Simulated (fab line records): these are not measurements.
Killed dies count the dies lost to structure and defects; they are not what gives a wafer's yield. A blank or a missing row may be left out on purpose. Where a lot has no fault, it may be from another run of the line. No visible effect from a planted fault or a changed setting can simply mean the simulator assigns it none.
8D (eight disciplines) problem report, filled in by code | flow sky130 | the parts of the form that need people (team, actions taken, sign-off) are left out

## 1. THE ISSUE
CONTACT_HDPCVD_THK at SKY_CONTACT_THK_MEAS_03 reads a mean of 455 nm on 1 wafer of 1 lot; wafers without a fault read 564 nm with a standard deviation of 6.4. Measured from the usual mean, that is -17 standard deviations.
The first sign was on wafer L642.2 at day 32 18:23, on film metro-01. At this step, 33 wafers from 11 lots have a number in the record. Rule for "out" (also "out of limits"): further than 4 standard deviations from the usual mean. All remaining wafers that have a number are taken as sound.

## 2. WHAT IT IS; WHAT IT IS NOT
question                    | is                 | is not
which readings at this step | CONTACT_HDPCVD_THK | -
which lots                  | L642               | L636, L637, L639, L650, L651, L652, L654, L655, L656, L658
which wafers of those lots  | L642.2             | L642.1, L642.5
read on which gauges        | film metro-01      | film metro-03, film metro-04
when                        | from day 32 18:23  | up to then (11 sound wafers); but 21 sound wafers of L650, L651, L652, L654, L655, L656, L658 came after

## 3. SUSPECTS, AND WHAT RULES EACH OUT
Counting: if a tool at a process step up to the reading ran every lot that is out, it stays a suspect. Sound lots after the first of them don't rule it out here, since some wafers of a struck lot are sound.
- the gauge at SKY_CONTACT_THK_MEAS_03: ruled out. All the wafers that are out were read on film metro-01, but those of them that SKY_CONTACT_HDPCVD_02 has rows for are out there too, on other tools.
- rtp anneal-02 at SKY_SD_N_RTA_14 (time 2 s): kept. It processed L642, the lot that is out, at day 30 07:38, and its most recent sound lot before then was L636 at day 28 04:11.
- pvd sputter-01 at SKY_LI_CONTACT_SPUTTER_19 (material Ti, target thk 20 nm, time 106.37 s): kept. It processed L642, the lot that is out, at day 31 12:43, and its most recent sound lot before then was L637 at day 30 08:09.
- hdpcvd-02 at SKY_CONTACT_HDPCVD_02 (deposits SiO2, target thk 565 nm, time 94.2 s): kept. It processed L642, the lot that is out, at day 32 18:19, and its most recent sound lot before then was L637 at day 31 13:16. Its own sih4 flow sccm readings are out on those wafers.
- At SKY_CONTACT_HDPCVD_02 on hdpcvd-02, chamber 2 took the sound wafers of the same lots and chamber 1 took the wafers that are out.
Left after counting: rtp anneal-02 at SKY_SD_N_RTA_14, pvd sputter-01 at SKY_LI_CONTACT_SPUTTER_19, hdpcvd-02 at SKY_CONTACT_HDPCVD_02.

## 4. THE CAUSE (what the simulator had put in)
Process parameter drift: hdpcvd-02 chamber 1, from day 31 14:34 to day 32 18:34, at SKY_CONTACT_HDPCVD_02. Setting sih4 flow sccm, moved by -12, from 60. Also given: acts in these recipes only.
Of the 3 suspects that counting leaves, this tool is one.

## 5. THE EFFECT CHAIN, in route order
Each row: a reading whose mean over the struck wafers that have a number lies more than 3 standard deviations from the usual. Scope: only readings with a usual standard deviation given in the record; hours: median across lots of the time from each lot's start at the first step in this table that gives one to its start at this step; sigmas: change in usual standard deviations.
hours | step                    | reading            | usual      | on struck wafers | change | sigmas
0     | SKY_CONTACT_HDPCVD_02   | sih4 flow sccm     | 59.99 sccm | 48.10            | -11.89 | -63
0     | SKY_CONTACT_THK_MEAS_03 | CONTACT_HDPCVD_THK | 564 nm     | 455              | -109   | -17
0     | SKY_CONTACT_CMP_04      | time to endpoint s | 80 s       | 42               | -38    | -11
Here are the process steps it includes:
- SKY_CONTACT_HDPCVD_02: deposits SiO2, target thk 565 nm, time 94.2 s.
- SKY_CONTACT_CMP_04: polishes SiO2.
At these later measuring or inspecting steps, every struck wafer for which the step has a row has a number for every such reading, and none has moved that far: SKY_CONTACT_CD_MEAS_14.

## 6. HOW IT WOULD HAVE BEEN CAUGHT EARLIER
The first out-of-limits reading at a measuring or inspecting step in this record came at day 32 18:23, 28 hours after the fault's start at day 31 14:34.
At SKY_CONTACT_HDPCVD_02, the tool's own readings (sih4 flow sccm) were out on each struck wafer the step has a row for, so an alarm limit on them would have fired on the first such wafer.
All the lots that are out (1) had begun SKY_CONTACT_HDPCVD_02 on hdpcvd-02 by day 32 18:23. None of them would have been spared by holding the tool at that moment.
